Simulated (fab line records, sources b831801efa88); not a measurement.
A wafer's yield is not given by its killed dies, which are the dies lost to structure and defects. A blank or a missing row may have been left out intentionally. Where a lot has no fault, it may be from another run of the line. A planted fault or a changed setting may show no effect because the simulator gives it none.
A lot that was struck, set against a sound lot    flow sky130    35 steps out of a route of 708
Sound: these wafers, L211.4, L211.5, L211.6. Struck: wafer L219.2 (L219.1, L219.6, from the same lot, were not struck and are left out); the cause is given at the end.
At each step with rows: each side's tool, then ch and its chambers, then its first start. Under that, the readings that differ: sound wafers    struck wafers    difference of the means    sigmas: that difference in standard deviations of wafers without a fault.
alike: words and numbers the same on both sides, and readings whose means are apart by under 2 such deviations; not compared: readings that were withheld, readings missing a value for some wafer, numbers with overlapping values and no deviation given by the record, and bounds like >300 which may hide the same value.
Wherever a step has rows on one side only, a row that says differs or no value, or a row with sigmas, the two part there. Numbers that have no deviation but don't overlap get no sigmas and don't part them. A reading missing from all wafers of one side parts the sides only when that side holds two or more wafers.

first, 10 steps without rows for these wafers: SKY_METAL2_HMDS_08 (prime time 60 s); SKY_METAL2_COAT_09 (resist thk 60 nm); SKY_METAL2_COAT_10 (resist thk 450 nm); SKY_METAL2_SOFTBAKE_11 (time 85.92 s); SKY_METAL2_EXPOSE_12 (exposes mask MM2, target cd 140 nm); SKY_METAL2_PEB_13; SKY_METAL2_DEVELOP_14 (develop time 60 s); SKY_METAL2_DESCUM_17 (chemistry O2, time 8 s); SKY_METAL2_ETCH_18 (etches BARC in N2/H2, stops on SiO2, time 45.9 s, target depth 60 nm); SKY_METAL2_METAL_ETCH_19 (etches the open film in Cl2/BCl3, stops on SiO2, target depth 360 nm, time 78 s).
SKY_METAL2_STRIP_20: strips in O2/N2.
  sound on plasma-asher-03 ch 0,1, day 39 05:51; struck on plasma-asher-03 ch 1, day 41 14:43
reading                       sound           struck  difference                    sigmas
rf-hours-counter-h (h)        - - -           56      no value on the sound wafers  
strip-time-to-endpoint-s (s)  2.77 2.79 2.75  2.64    -0.13                         -3
  alike: n2-flow-sccm, oes-product-au
then, 23 steps without rows for these wafers: SKY_METAL2_STRIP_21 (strips in post etch residue remover, time 1200 s); SKY_METAL2_CLEAN_22 (cleans in IPA, time 180 s); SKY_METAL2_CLEAN_23 (cleans in O3/DIW); SKY_VIA2_HDPCVD_00 (deposits SiO2, target thk 1180 nm, time 196.7 s); SKY_VIA2_CMP_02 (polishes SiO2); SKY_VIA2_DEHYDRATE_04 (time 60 s); SKY_VIA2_HMDS_05 (prime time 60 s); SKY_VIA2_COAT_06 (resist thk 60 nm); SKY_VIA2_COAT_07 (resist thk 450 nm); SKY_VIA2_SOFTBAKE_08 (time 90 s); SKY_VIA2_EXPOSE_09 (exposes mask VIM2, target cd 200 nm); SKY_VIA2_PEB_10; SKY_VIA2_DEVELOP_11 (develop time 60 s); SKY_VIA2_ETCH_14 (etches BARC in N2/H2, stops on SiO2, time 45.9 s, target depth 60 nm); SKY_VIA2_ETCH_15 (etches SiO2 in C4F8/O2/Ar, stops on TiN, target depth 546 nm, time 84 s); SKY_VIA2_STRIP_16 (strips in O2/N2); SKY_VIA2_STRIP_17 (strips in post etch residue remover, time 1200 s); SKY_VIA2_CLEAN_18 (cleans in IPA, time 180 s); SKY_VIA2_CLEAN_19 (cleans in O3/DIW); SKY_VIA2_SPUTTER_20 (material TiN, target thk 20 nm, time 80 s); SKY_VIA2_CVD_21 (deposits W, target thk 420 nm, time 126.4 s); SKY_VIA2_CMP_24 (polishes, stops on SiO2, t overpolish 20 s, target thk 0 nm); SKY_METAL3_SPUTTER_00 (material Ti, target thk 15 nm, time 10 s).
-- the record jumps here: 9 days lie between the struck wafers' starts before and after (it left off in module METAL3 and takes up again in module PAD_OPEN, whose first step shown is number 708 of the route) --
SKY_PAD_OPEN_PROBE_99:
  struck on prober-01, day 50 14:57; sound on prober-01, day 48 23:27
reading                                sound               struck  difference  sigmas
defect-limited-yield (%)               81.9 82.9 79.1      70.7    -10.6       -6
killed_at_M0_to_M3                     40 31 44            107     +69         +10
killed-at-contacts                     26 36 36            20      -13         -2
killed-dies                            89 84 103           144     +52         +5
sort_bin_3_pad_short (%)               1.0 0.4 1.0         3.9     +3.1        +7
sort_bin_5_function (%)                9.1 10.8 13.6       18.7    +7.5        +5
sort-n-pass                            403 408 389         348     -52         -5
sort-yield-pct (%)                     81.9 82.9 79.1      70.7    -10.6       -6
model.etest.tester.sort-n-pass         403 408 389         348     -52         
model.etest.tester.sort-yield-pct (%)  81.91 82.93 79.06   70.73   -10.57      
model.etest.tester.sort_bin_5_pct (%)  9.146 10.77 13.62   18.7    +7.5        
model.etest.tester.sort_bin_3_pct (%)  1.016 0.4065 1.016  3.862   +3.049      
  alike: killed_at_M4_up, killed-at-front-end, killed-at-other, killed-open, killed-short, sort_bin_6_memory

WHERE THEY PART
Last at SKY_PAD_OPEN_PROBE_99 as far as this record goes, first at SKY_METAL2_STRIP_20.

WHY: what the simulator had put in
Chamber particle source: plasma-asher-03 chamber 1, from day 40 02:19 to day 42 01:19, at SKY_METAL2_STRIP_20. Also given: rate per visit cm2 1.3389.
